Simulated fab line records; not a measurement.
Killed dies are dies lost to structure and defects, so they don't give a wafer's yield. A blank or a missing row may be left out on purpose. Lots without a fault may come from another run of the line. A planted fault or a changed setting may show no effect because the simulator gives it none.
Matching of chambers | flow gf180mcu | rie_diel-02 running GF_HV_LDD_ETCHBACK_58: 4 sister chambers
The step etches Si3N4 in CH3F/O2, stops on SiO2, time 100 s, target depth 90 nm. 4 wafers are shown with their chamber, then 7 later ones without.

== WAFERS, EACH WITH ITS CHAMBER ==
wafer  | chamber | drypump_motor_current_A (A)
L115.2 | 0       | 5.1
L115.6 | 3       | 5.1
L116.4 | 1       | 5.6
L116.6 | 2       | 5.9

== WAFERS WITH NO CHAMBER GIVEN ==
wafer  | drypump_motor_current_A (A)
L119.1 | 5.7
L119.3 | 5.9
L119.6 | 5.1
L129.2 | 5.9
L129.5 | 5.7
L131.2 | 5.9
L131.5 | 5.1

== WHICH CHAMBER EACH ONE RAN IN ==
wafer  | from the rows above     | in truth
L119.1 | can't be placed: 1 or 2 | 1
L119.3 | 2                       | 2
L119.6 | can't be placed: 0 or 3 | 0
L129.2 | 2                       | 2
L129.5 | can't be placed: 1 or 2 | 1
L131.2 | 2                       | 2
L131.5 | can't be placed: 0 or 3 | 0
Placed correctly: 3 of 7. From these rows, 4 cannot be placed; in 4 the true chamber is one of the candidates. Wrongly placed: 0.
How it was worked out, from the rows above alone: a wafer's distance from a chamber is the root of the sum, over the readings, of the square of ((its reading less the chamber's mean) divided by the reading's scatter). The wafer belongs to the nearest chamber; if the next one is less than 2 further off, it can't be placed. For every chamber, the mean is computed from those of its wafers that are shown. The scatter: root of mean squared gap, hidden wafer to nearest shown wafer, with one shown wafer a chamber.
